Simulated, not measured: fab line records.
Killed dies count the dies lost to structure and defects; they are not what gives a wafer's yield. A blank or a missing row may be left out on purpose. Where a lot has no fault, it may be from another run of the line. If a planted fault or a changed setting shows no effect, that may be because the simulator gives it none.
fab line records -- flow gf180mcu
[record] lots = 14, wafers = 41, last-day = 34
route steps=602 shown MVPSD@85 HV_LDD@182 V2@405
lots with no fault: from the same line, run without faults
start-h: the number of hours between the record's first day and the start of the first shown wafer of the lot -- wait-h: time in hours since the lot's previous step -- " identical to the entry in the row above -- L1.1+2: several wafers, shown together as one row -- - either no value or no given start -- * or withheld: withheld -- < > ~ a bound
route shown NAME@n: names a module that has steps shown in the file, with the first one's number in the route -- usual: mean/standard deviation taken from wafers without a fault -- same: alike in all rows -- chamber/n: place in a boat -- sites: each site's reading -- _std_site: how widely they spread, as a standard deviation -- _edge_site: outer sites' mean less inner sites' -- radius-mm: for every site, how far away it sits from the centre of the wafer -- mask NAME#n: copy n -- behind: the last tool/chamber to shape the wafer -- hold: why the lot was held/for how many hours/how that ended -- device: transistor that didn't switch, given as n, p or np -- end of line: tests run on the same wafers once the route is complete -- a step with no rows: only its recipe -- killed: count of dies lost to structure and defects at first sort (not the wafer's yield) -- map: dies across one wafer; x = killed, . = not, _ = none there
set.NAME: the setting as run; set.NAME@STEP: as run at that earlier step -- model.NAME: the simulator's own value behind a step, which no gauge read
steps of the route over a sample of lots; a table a step, a row a wafer
services: when a tool's chamber went out of use (start-h, in hours from the record's first day, below 0 if earlier), for how many hours, and the reason
[[steps]]
[step GF_MVPSD_OVL_MEAS_07]
[usual] MVPSD_OVL = -0.4/1.5
lot.wafer,tool,chamber,start-h,wait-h,MVPSD_OVL[nm]
L629.1,overlay-01,-,96.91,-,0.7
L629.3,overlay-01,-,96.91,-,3.5
L629.6,overlay-01,-,96.91,-,2.7
L630.2,overlay-01,-,103.42,-,-1.7
L630.4,overlay-01,-,103.42,-,-2.1
L630.5,overlay-01,-,103.42,-,-1.2
L632.2,overlay-02,-,113.58,-,1.1
L632.4,overlay-02,-,113.58,-,1.4
L632.5,overlay-02,-,113.58,-,0.3
L633.1,overlay-01,-,120.56,-,1.3
L633.3,overlay-01,-,120.56,-,3.0
L633.5,overlay-01,-,120.56,-,3.4
L634.3,overlay-02,-,127.15,-,0.4
L634.5,overlay-02,-,127.15,-,-0.9
L634.6,overlay-02,-,127.15,-,-0.4
L636.1,overlay-02,-,138.21,-,-0.9
L636.3,overlay-02,-,138.21,-,0.0
L636.5,overlay-02,-,138.21,-,0.5
L637.1,overlay-02,-,143.58,-,-2.2
L637.3,overlay-02,-,143.58,-,-2.5
L637.5,overlay-02,-,143.58,-,-2.1
L642.1,overlay-02,-,173.53,-,-0.6
L642.2,overlay-02,-,173.53,-,-1.9
L642.3,overlay-02,-,173.53,-,-2.2
L645.2,overlay-01,-,192.02,-,-3.7
L645.3,overlay-01,-,192.02,-,-1.7
L646.3,overlay-02,-,199.62,-,-0.7
L646.5,overlay-02,-,199.62,-,0.3
L646.6,overlay-02,-,199.62,-,0.6
L647.3,overlay-02,-,202.60,-,1.0
L647.5,overlay-02,-,202.60,-,-0.7
L647.6,overlay-02,-,202.60,-,1.1
L648.1,overlay-01,-,210.51,-,-0.3
L648.3,overlay-01,-,210.51,-,-3.2
L648.4,overlay-01,-,210.51,-,-1.9
L651.3,overlay-02,-,226.20,-,0.2
L651.4,overlay-02,-,226.20,-,1.0
L651.6,overlay-02,-,226.20,-,0.4
L652.1,overlay-02,-,236.03,-,-0.4
L652.2,overlay-02,-,236.03,-,-0.4
L652.6,overlay-02,-,236.03,-,-0.8
[step GF_HV_LDD_DEVELOP_06]
[recipe] develop-time-s = 60, dev-temp-c = 23
lot.wafer,tool,chamber,start-h,wait-h
L629.1+3+6,litho-track-03,0,216.08,0.1
L630.2+4+5,litho-track-02,0,222.74,0.1
L632.2+4+5,litho-track-02,0,235.24,0.1
L633.1+3+5,litho-track-02,0,245.16,0.1
L634.3+5+6,litho-track-03,0,250.93,0.1
L636.1+3+5,litho-track-01,0,268.99,0.1
L637.1+3+5,litho-track-03,0,274.48,0.1
L642.1+2+3,litho-track-03,0,312.73,0.1
L645.2+3,litho-track-03,0,334.95,0.1
L646.3+5+6,litho-track-03,0,341.88,0.1
L647.3+5+6,litho-track-02,0,347.66,0.1
L648.1+3+4,litho-track-02,0,355.91,0.1
L651.3+4+6,litho-track-01,0,376.04,0.1
L652.1+2+6,litho-track-02,0,390.06,0.1
[step GF_HV_LDD_CD_MEAS_07]
[recipe] target-cd-nm = 400
[usual] cd-nm = 399.8/1.9
lot.wafer,tool,chamber,start-h,wait-h,cd-nm
L629.1,cd-sem-02,-,216.23,0.1,400.4
L629.3,cd-sem-02,-,216.23,0.1,401.8
L629.6,cd-sem-02,-,216.23,0.1,400.8
L630.2,cd-sem-01,-,222.88,0.1,402.0
L630.4,cd-sem-01,-,222.88,0.1,400.5
L630.5,cd-sem-01,-,222.88,0.1,399.4
L632.2,cd-sem-01,-,235.41,0.2,404.2
L632.4,cd-sem-01,-,235.41,0.2,402.5
L632.5,cd-sem-01,-,235.41,0.2,402.3
L633.1,cd-sem-01,-,245.31,0.1,400.8
L633.3,cd-sem-01,-,245.31,0.1,401.3
L633.5,cd-sem-01,-,245.31,0.1,401.2
L634.3,cd-sem-02,-,251.07,0.1,396.0
L634.5,cd-sem-02,-,251.07,0.1,397.7
L634.6,cd-sem-02,-,251.07,0.1,398.7
L636.1,cd-sem-01,-,269.14,0.1,398.6
L636.3,cd-sem-01,-,269.14,0.1,400.2
L636.5,cd-sem-01,-,269.14,0.1,399.7
L637.1,cd-sem-01,-,274.63,0.1,401.3
L637.3,cd-sem-01,-,274.63,0.1,401.7
L637.5,cd-sem-01,-,274.63,0.1,399.9
L642.1,cd-sem-02,-,312.88,0.1,401.9
L642.2,cd-sem-02,-,312.88,0.1,380.9
L642.3,cd-sem-02,-,312.88,0.1,402.2
L645.2,cd-sem-01,-,335.10,0.1,379.9
L645.3,cd-sem-01,-,335.10,0.1,399.3
L646.3,cd-sem-02,-,342.02,0.1,399.5
L646.5,cd-sem-02,-,342.02,0.1,380.0
L646.6,cd-sem-02,-,342.02,0.1,398.4
L647.3,cd-sem-01,-,347.80,0.1,398.3
L647.5,cd-sem-01,-,347.80,0.1,395.9
L647.6,cd-sem-01,-,347.80,0.1,398.2
L648.1,cd-sem-01,-,356.06,0.1,401.7
L648.3,cd-sem-01,-,356.06,0.1,400.7
L648.4,cd-sem-01,-,356.06,0.1,400.4
L651.3,cd-sem-01,-,376.18,0.1,399.4
L651.4,cd-sem-01,-,376.18,0.1,397.4
L651.6,cd-sem-01,-,376.18,0.1,400.6
L652.1,cd-sem-02,-,390.21,0.1,399.1
L652.2,cd-sem-02,-,390.21,0.1,400.9
L652.6,cd-sem-02,-,390.21,0.1,399.7
[step GF_HV_LDD_STRIP_10]
[recipe] chemistry = O2/N2, power-w = 1400, pressure-mtorr = 1500, platen-temp-c = 250, o2-flow-sccm = 3000, n2-flow-sccm = 300, overash-fraction = 0.5
[usual] drypump-motor-current-A = 5.9/0.45, heater-power-w = 370/34, oes-product-au = 0.716/0.0046, strip-time-to-endpoint-s = 12.62/0.041
lot.wafer,tool,chamber,start-h,wait-h,drypump-motor-current-A,heater-power-w,oes-product-au,rf-hours-counter-h,strip-time-to-endpoint-s
L629.1,plasma-asher-02,1,216.53,0.1,6.0,342,0.718,41,12.64
L629.3,plasma-asher-02,1,216.53,0.1,6.1,344,0.713,-,12.61
L629.6,plasma-asher-02,1,216.53,0.1,6.1,338,0.709,-,12.67
L630.2,plasma-asher-01,0,223.17,0.1,5.9,359,0.716,60,12.58
L630.4,plasma-asher-01,1,223.17,0.1,6.2,355,0.719,-,12.54
L630.5,plasma-asher-01,0,223.17,0.1,5.9,345,0.717,-,12.61
L632.2,plasma-asher-03,1,235.70,0.1,5.1,431,0.707,13,12.55
L632.4,plasma-asher-03,1,235.70,0.1,5.1,433,0.720,-,12.57
L632.5,plasma-asher-03,1,235.70,0.1,5.0,447,0.719,-,12.55
L633.1,plasma-asher-03,1,245.62,0.1,5.1,436,0.715,14,12.61
L633.3,plasma-asher-03,1,245.62,0.1,5.0,436,0.716,-,12.58
L633.5,plasma-asher-03,1,245.62,0.1,5.0,437,0.714,-,12.63
L634.3,plasma-asher-02,0,251.37,0.1,6.5,353,0.721,-,12.58
L634.5,plasma-asher-02,1,251.37,0.1,6.1,350,0.716,-,12.55
L634.6,plasma-asher-02,0,251.37,0.1,6.5,344,0.713,-,12.63
L636.1,plasma-asher-01,1,269.44,0.1,6.2,343,0.711,66,12.54
L636.3,plasma-asher-01,1,269.44,0.1,6.2,353,0.717,-,12.51
L636.5,plasma-asher-01,1,269.44,0.1,6.2,352,0.710,-,12.54
L637.1,plasma-asher-01,0,274.93,0.1,5.9,362,0.720,66,12.62
L637.3,plasma-asher-01,1,274.93,0.1,6.2,353,0.713,-,12.61
L637.5,plasma-asher-01,1,274.93,0.1,6.2,354,0.718,-,12.63
L642.1,plasma-asher-01,0,313.18,0.1,5.9,354,0.715,70,12.71
L642.2,plasma-asher-01,1,313.18,0.1,6.2,364,0.717,70,12.71
L642.3,plasma-asher-01,0,313.18,0.1,5.9,357,0.715,-,12.74
L645.2,plasma-asher-02,0,335.38,0.1,6.5,359,0.703,52,12.60
L645.3,plasma-asher-02,0,335.38,0.1,6.5,346,0.713,-,12.62
L646.3,plasma-asher-03,1,342.31,0.1,5.0,445,0.716,-,12.60
L646.5,plasma-asher-03,1,342.31,0.1,5.0,439,0.719,-,12.62
L646.6,plasma-asher-03,0,342.31,0.1,5.7,376,0.712,-,12.62
L647.3,plasma-asher-03,0,348.10,0.1,5.7,383,0.720,-,12.57
L647.5,plasma-asher-03,1,348.10,0.1,5.0,429,0.720,-,12.61
L647.6,plasma-asher-03,0,348.10,0.1,5.7,386,0.717,-,12.63
L648.1,plasma-asher-01,0,356.36,0.1,5.9,353,0.725,75,12.60
L648.3,plasma-asher-01,0,356.36,0.1,5.9,357,0.711,-,12.63
L648.4,plasma-asher-01,1,356.36,0.1,6.2,349,0.718,-,12.58
L651.3,plasma-asher-02,1,376.47,0.1,6.1,337,0.716,-,12.62
L651.4,plasma-asher-02,0,376.47,0.1,6.5,347,0.724,-,12.61
L651.6,plasma-asher-02,0,376.47,0.1,6.5,347,0.719,-,12.61
L652.1,plasma-asher-01,1,390.51,0.1,6.2,344,0.713,79,12.59
L652.2,plasma-asher-01,0,390.51,0.1,5.9,353,0.723,79,12.62
L652.6,plasma-asher-01,1,390.51,0.1,6.2,351,0.712,-,12.58
[step GF_V2_CVD_23]
[recipe] material = W, target-thk-nm = 350, time-s = 104.94, temp-c = 400, pressure-torr = 40
[usual] heater-power-w = 850/87
lot.wafer,tool,chamber,start-h,wait-h,heater-power-w
L629.1,cvd-w-02,1,462.84,0.0,865
L629.3,cvd-w-02,1,462.84,0.0,833
L629.6,cvd-w-02,1,462.84,0.0,846
L630.2,cvd-w-01,0,470.25,0.0,726
L630.4,cvd-w-01,1,470.25,0.0,929
L630.5,cvd-w-01,1,470.25,0.0,977
L632.2,cvd-w-01,1,487.60,0.0,921
L632.4,cvd-w-01,0,487.60,0.0,753
L632.5,cvd-w-01,0,487.60,0.0,744
L633.1,cvd-w-01,1,501.76,0.0,909
L633.3,cvd-w-01,1,501.76,0.0,969
L633.5,cvd-w-01,0,501.76,0.0,739
L634.3,cvd-w-01,1,509.42,0.1,974
L634.5,cvd-w-01,1,509.42,0.1,944
L634.6,cvd-w-01,0,509.42,0.1,746
L636.1,cvd-w-02,0,534.80,0.0,845
L636.3,cvd-w-02,0,534.80,0.0,858
L636.5,cvd-w-02,0,534.80,0.0,823
L637.1,cvd-w-01,0,538.38,0.0,730
L637.3,cvd-w-01,0,538.38,0.0,764
L637.5,cvd-w-01,1,538.38,0.0,948
L642.1,cvd-w-02,1,575.30,0.0,855
L642.2,cvd-w-02,0,575.30,0.0,844
L642.3,cvd-w-02,0,575.30,0.0,832
L645.2,cvd-w-01,1,598.69,0.0,977
L645.3,cvd-w-01,0,598.69,0.0,725
L646.3,cvd-w-01,0,614.19,0.1,731
L646.5,cvd-w-01,0,614.19,0.1,748
L646.6,cvd-w-01,1,614.19,0.1,991
L647.3,cvd-w-02,0,615.76,0.1,851
L647.5,cvd-w-02,0,615.76,0.1,858
L647.6,cvd-w-02,0,615.76,0.1,852
L648.1,cvd-w-01,0,618.94,0.0,734
L648.3,cvd-w-01,0,618.94,0.0,737
L648.4,cvd-w-01,1,618.94,0.0,973
L651.3,cvd-w-02,1,638.55,0.1,883
L651.4,cvd-w-02,0,638.55,0.1,833
L651.6,cvd-w-02,0,638.55,0.1,830
L652.1,cvd-w-01,1,660.10,0.0,965
L652.2,cvd-w-01,0,660.10,0.0,752
L652.6,cvd-w-01,1,660.10,0.0,978
[[services]]
tool,chamber,start-h,hours,kind
plasma-asher-01,-,192.20,2.6,repair
cvd-w-01,-,197.92,0.6,repair
plasma-asher-01,-,211.59,3.9,repair
plasma-asher-01,-,215.85,3.8,repair
plasma-asher-02,-,222.99,11.1,repair
plasma-asher-01,-,262.77,2.8,pm
plasma-asher-02,-,277.99,1.2,repair
plasma-asher-03,-,304.67,14.6,pm
plasma-asher-01,-,308.91,0.6,repair
cvd-w-02,1,346.20,4.2,repair
plasma-asher-01,-,363.94,2.2,repair
plasma-asher-03,-,365.41,3.3,repair
plasma-asher-03,-,368.67,1.5,repair
cvd-w-01,-,390.00,14.0,pm
cvd-w-01,0,390.00,14.0,vent-cycle
cvd-w-01,1,390.00,14.0,vent-cycle
plasma-asher-03,-,397.89,15.6,pm
cvd-w-01,0,404.00,-,clean
cvd-w-01,1,404.00,-,clean
plasma-asher-01,-,421.25,9.0,pm
cvd-w-01,-,513.03,4.3,pm
plasma-asher-01,-,534.04,2.5,repair
plasma-asher-01,-,563.37,1.7,repair
cvd-w-02,1,612.40,10.1,repair
[[key]]
[first-sign] step = GF_HV_LDD_CD_MEAS_07, reading = cd-nm, direction = down, sigmas = 10, usual = 399.8, struck = 380.3
effect none on later readings
met-at GF_HV_LDD_DEVELOP_06
struck-lots L642,L645,L646
struck-wafers L642.2,L645.2,L646.5
tester-left-out L642,L645,L646
not-acting-at GF_MVPSD_OVL_MEAS_07,GF_HV_LDD_STRIP_10,GF_V2_CVD_23
onset-between 274.48 312.73
[fault] kind = process-parameter-drift, tool = litho-track-03, chamber = -, onset-h = 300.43, steps = GF_HV_LDD_DEVELOP_06, channel = develop-time-s, offset = *, shape = step, end-h = 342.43, scope = struck-wafers-only, acts-in = *, stated = *
// tester-left-out: of these lots the tester's yield and bins aren't shown, on N5 and GAA mostly nor the transistor test; their killed dies are dies lost to structure and defects alone, not to doping, threshold or leakage, so they don't give the yield
